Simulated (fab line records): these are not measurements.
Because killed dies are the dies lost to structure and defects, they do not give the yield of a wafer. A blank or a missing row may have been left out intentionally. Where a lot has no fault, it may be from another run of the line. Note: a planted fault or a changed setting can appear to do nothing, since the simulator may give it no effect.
Which tool is to blame?    flow gf180mcu    24 lots, 72 wafers sampled, at 5 steps of a route of 602

## WHAT EACH GAUGE READ, for each wafer
GF_V5_BOW_MEAS_05. Usual: V5_BOW 137 um, standard deviation 9.2.
lot   measured      on             V5_BOW (um)  flag
L074  day 28 11:12  film metro-03  143 140 148  
L075  day 28 22:56  film metro-01  135 134 129  
L076  day 29 04:07  film metro-01  134 136 139  
L077  day 29 12:40  film metro-02  153 142 148  
L078  day 29 16:20  film metro-03  135 140 141  
L079  day 30 02:54  film metro-03  151 141 145  
L080  day 30 06:48  film metro-02  135 143 133  
L081  day 30 13:07  film metro-01  147 141 130  
L082  day 31 00:29  film metro-01  148 152 137  
L083  day 31 05:18  film metro-02  141 137 135  
L084  day 31 12:56  film metro-02  145 135 148  
L085  day 31 20:08  film metro-01  122 131 119  
L086  day 31 23:02  film metro-02  137 136 138  
L087  day 32 04:40  film metro-03  131 150 130  
L088  day 32 13:53  film metro-01  133 145 146  
L089  day 32 16:59  film metro-01  149 138 140  
L090  day 32 22:39  film metro-02  157 162 161  
L091  day 33 06:02  film metro-01  135 136 136  
L092  day 33 08:37  film metro-01  131 117 133  
L093  day 33 15:11  film metro-01  126 150 131  
L094  day 33 18:55  film metro-01  122 132 135  
L095  day 34 02:19  film metro-01  124 132 112  
L096  day 34 08:50  film metro-03  126 128 131  
L097  day 34 11:19  film metro-02  133 141 136  

## WHAT TOOL EACH LOT RAN ON (gives the tool, then ch and the chambers of the sampled wafers, and finally the start)
lot   GF_M4_SPUTTER_03              GF_V4_STRIP_18                        GF_V4_CVD_23                   GF_MIM_SPUTTER_08
L074  pvd sputter-04, day 24 14:22  plasma asher-03 ch 0,1, day 26 12:57  cvd w-02 ch 0,1, day 26 13:35  pvd sputter-03, day 26 14:32
L075  pvd sputter-04, day 25 02:28  plasma asher-03 ch 0,1, day 27 00:23  cvd w-02 ch 0,1, day 27 01:01  pvd sputter-01, day 27 01:56
L076  pvd sputter-03, day 25 08:19  plasma asher-03 ch 0,1, day 27 06:39  cvd w-02 ch 0, day 27 07:19    pvd sputter-03, day 27 08:16
L077  pvd sputter-03, day 25 17:08  plasma asher-03 ch 1, day 27 14:56    cvd w-02 ch 0,1, day 27 15:37  pvd sputter-04, day 27 16:46
L078  pvd sputter-04, day 25 21:01  plasma asher-02 ch 0,1, day 27 19:24  cvd w-02 ch 0,1, day 27 20:02  pvd sputter-03, day 27 21:01
L079  pvd sputter-04, day 26 08:43  plasma asher-02 ch 0,1, day 28 06:06  cvd w-01 ch 0,1, day 28 06:44  pvd sputter-03, day 28 07:41
L080  pvd sputter-03, day 26 13:13  plasma asher-04 ch 0,1, day 28 10:00  cvd w-02 ch 0,1, day 28 10:38  pvd sputter-03, day 28 11:37
L081  pvd sputter-04, day 26 19:15  plasma asher-04 ch 0,1, day 28 17:02  cvd w-01 ch 0,1, day 28 17:41  pvd sputter-03, day 28 18:38
L082  pvd sputter-02, day 27 10:46  plasma asher-02 ch 0,1, day 29 05:28  cvd w-02 ch 0, day 29 06:08    pvd sputter-03, day 29 07:05
L083  pvd sputter-02, day 27 14:23  plasma asher-02 ch 0,1, day 29 09:39  cvd w-02 ch 0,1, day 29 10:19  pvd sputter-03, day 29 11:47
L084  pvd sputter-03, day 27 22:57  plasma asher-03 ch 0,1, day 29 18:05  cvd w-01 ch 0,1, day 29 18:44  pvd sputter-01, day 29 19:41
L085  pvd sputter-03, day 28 05:55  plasma asher-02 ch 0,1, day 30 01:53  cvd w-01 ch 0,1, day 30 02:32  pvd sputter-03, day 30 03:29
L086  pvd sputter-02, day 28 09:31  plasma asher-03 ch 0,1, day 30 04:21  cvd w-01 ch 0,1, day 30 04:59  pvd sputter-01, day 30 05:56
L087  pvd sputter-03, day 28 16:08  plasma asher-02 ch 0,1, day 30 10:24  cvd w-01 ch 0,1, day 30 11:04  pvd sputter-04, day 30 12:04
L088  pvd sputter-03, day 29 02:16  plasma asher-04 ch 0, day 30 20:53    cvd w-01 ch 0,1, day 30 21:32  pvd sputter-03, day 30 22:29
L089  pvd sputter-04, day 29 06:13  plasma asher-03 ch 0,1, day 30 23:45  cvd w-01 ch 0,1, day 31 00:23  pvd sputter-01, day 31 01:20
L090  pvd sputter-04, day 29 12:11  plasma asher-02 ch 0,1, day 31 05:47  cvd w-02 ch 0,1, day 31 06:25  pvd sputter-04, day 31 07:20
L091  pvd sputter-04, day 29 21:59  plasma asher-02 ch 0,1, day 31 14:29  cvd w-01 ch 0,1, day 31 15:08  pvd sputter-03, day 31 16:05
L092  pvd sputter-03, day 30 01:14  plasma asher-02 ch 0,1, day 31 17:32  cvd w-01 ch 0,1, day 31 18:10  pvd sputter-01, day 31 19:05
L093  pvd sputter-04, day 30 07:25  plasma asher-02 ch 0,1, day 31 23:54  cvd w-02 ch 0,1, day 32 00:34  pvd sputter-04, day 32 01:46
L094  pvd sputter-02, day 30 11:12  plasma asher-03 ch 0,1, day 32 03:27  cvd w-01 ch 0,1, day 32 04:05  pvd sputter-01, day 32 05:02
L095  pvd sputter-04, day 30 19:49  plasma asher-04 ch 0,1, day 32 11:18  cvd w-02 ch 0,1, day 32 11:58  pvd sputter-03, day 32 12:55
L096  pvd sputter-04, day 31 04:10  plasma asher-03 ch 0,1, day 32 18:48  cvd w-01 ch 0, day 32 19:26    pvd sputter-04, day 32 20:23
L097  pvd sputter-02, day 31 07:28  plasma asher-04 ch 0,1, day 32 22:20  cvd w-01 ch 0,1, day 32 22:58  pvd sputter-03, day 32 23:53
- GF_M4_SPUTTER_03: material Ti, target thk 10 nm, time 6.7 s.
- GF_V4_STRIP_18: strips in O2/N2.
- GF_V4_CVD_23: deposits W, target thk 350 nm, time 104.9 s.
- GF_MIM_SPUTTER_08: material AlCu, target thk 200 nm, time 10.6 s.

## WHAT THE TOOLS THEMSELVES READ (means of the sampled wafers that have a number; where no wafer has one, the mark that the record gives instead)
GF_M4_SPUTTER_03. Usual: throttle valve pct 30.2 %, standard deviation 0.94.
lot   tool            throttle valve pct (%)  flag
L074  pvd sputter-04  30.2                    
L075  pvd sputter-04  30.4                    
L076  pvd sputter-03  30.8                    
L077  pvd sputter-03  30.7                    
L078  pvd sputter-04  30.1                    
L079  pvd sputter-04  30.5                    
L080  pvd sputter-03  30.4                    
L081  pvd sputter-04  30.6                    
L082  pvd sputter-02  29.5                    
L083  pvd sputter-02  30.3                    
L084  pvd sputter-03  30.0                    
L085  pvd sputter-03  29.1                    
L086  pvd sputter-02  29.7                    
L087  pvd sputter-03  30.6                    
L088  pvd sputter-03  30.1                    
L089  pvd sputter-04  30.0                    
L090  pvd sputter-04  30.0                    
L091  pvd sputter-04  30.3                    
L092  pvd sputter-03  30.3                    
L093  pvd sputter-04  30.6                    
L094  pvd sputter-02  29.5                    
L095  pvd sputter-04  30.2                    
L096  pvd sputter-04  30.0                    
L097  pvd sputter-02  30.5                    

GF_V4_STRIP_18. Usual: drypump motor current A 6.0 A, standard deviation 0.31; heater power w 330 W, standard deviation 40; oes product au 0.594 a.u., standard deviation 0.0052.
lot   tool             drypump motor current A (A)  heater power w (W)  oes product au (a.u.)  flag
L074  plasma asher-03  6.0                          304                 0.597                  
L075  plasma asher-03  6.3                          298                 0.594                  
L076  plasma asher-03  6.3                          300                 0.594                  
L077  plasma asher-03  6.6                          298                 0.590                  
L078  plasma asher-02  6.1                          364                 0.602                  
L079  plasma asher-02  6.0                          336                 0.592                  
L080  plasma asher-04  5.7                          335                 0.591                  
L081  plasma asher-04  5.7                          335                 0.589                  
L082  plasma asher-02  6.0                          337                 0.592                  
L083  plasma asher-02  6.1                          363                 0.593                  
L084  plasma asher-03  6.3                          296                 0.600                  
L085  plasma asher-02  6.1                          359                 0.590                  
L086  plasma asher-03  6.3                          294                 0.597                  
L087  plasma asher-02  6.1                          367                 0.593                  
L088  plasma asher-04  5.6                          377                 0.591                  
L089  plasma asher-03  6.3                          296                 0.593                  
L090  plasma asher-02  6.0                          332                 0.595                  
L091  plasma asher-02  6.0                          340                 0.594                  
L092  plasma asher-02  6.2                          366                 0.588                  
L093  plasma asher-02  6.2                          373                 0.596                  
L094  plasma asher-03  6.3                          296                 0.593                  
L095  plasma asher-04  5.7                          356                 0.592                  
L096  plasma asher-03  6.3                          299                 0.590                  
L097  plasma asher-04  5.7                          337                 0.594                  

GF_V4_CVD_23. Usual: heater power w 905 W, standard deviation 120.
lot   tool      heater power w (W)  flag
L074  cvd w-02  1022                
L075  cvd w-02  1010                
L076  cvd w-02  1015                
L077  cvd w-02  1006                
L078  cvd w-02  1010                
L079  cvd w-01  771                 
L080  cvd w-02  1019                
L081  cvd w-01  774                 
L082  cvd w-02  1030                
L083  cvd w-02  1008                
L084  cvd w-01  850                 
L085  cvd w-01  848                 
L086  cvd w-01  778                 
L087  cvd w-01  854                 
L088  cvd w-01  853                 
L089  cvd w-01  781                 
L090  cvd w-02  1008                
L091  cvd w-01  846                 
L092  cvd w-01  853                 
L093  cvd w-02  1007                
L094  cvd w-01  784                 
L095  cvd w-02  1023                
L096  cvd w-01  914                 
L097  cvd w-01  770                 

GF_MIM_SPUTTER_08. Usual: throttle valve pct 29.9 %, standard deviation 0.84.
lot   tool            throttle valve pct (%)  flag
L074  pvd sputter-03  29.2                    
L075  pvd sputter-01  29.4                    
L076  pvd sputter-03  29.5                    
L077  pvd sputter-04  30.3                    
L078  pvd sputter-03  30.5                    
L079  pvd sputter-03  29.3                    
L080  pvd sputter-03  30.0                    
L081  pvd sputter-03  30.6                    
L082  pvd sputter-03  30.3                    
L083  pvd sputter-03  30.1                    
L084  pvd sputter-01  29.2                    
L085  pvd sputter-03  29.5                    
L086  pvd sputter-01  29.3                    
L087  pvd sputter-04  30.5                    
L088  pvd sputter-03  29.4                    
L089  pvd sputter-01  29.7                    
L090  pvd sputter-04  30.3                    
L091  pvd sputter-03  30.2                    
L092  pvd sputter-01  29.7                    
L093  pvd sputter-04  30.3                    
L094  pvd sputter-01  29.4                    
L095  pvd sputter-03  29.9                    
L096  pvd sputter-04  30.3                    
L097  pvd sputter-03  29.8                    

## THE ANSWER, worked out from the rows above alone
Rule: take the mean of a lot's wafers that have a number; if it is more than 3 standard deviations from the usual mean, the lot is off. A lot without any number at a reading at which 4 lots or more have one is off too. Where the step has rows for the other lots, those lots are counted as sound. After the gauges, taken in route order, come the tools' own readings; for these a lot's mean is taken, as printed above. At the first step where some lot is off, the reading lying furthest off is the one used; lots without a number count as furthest.
None of the lots is off at any reading shown; this tells nothing.

## WHAT THE SIMULATOR PUT IN
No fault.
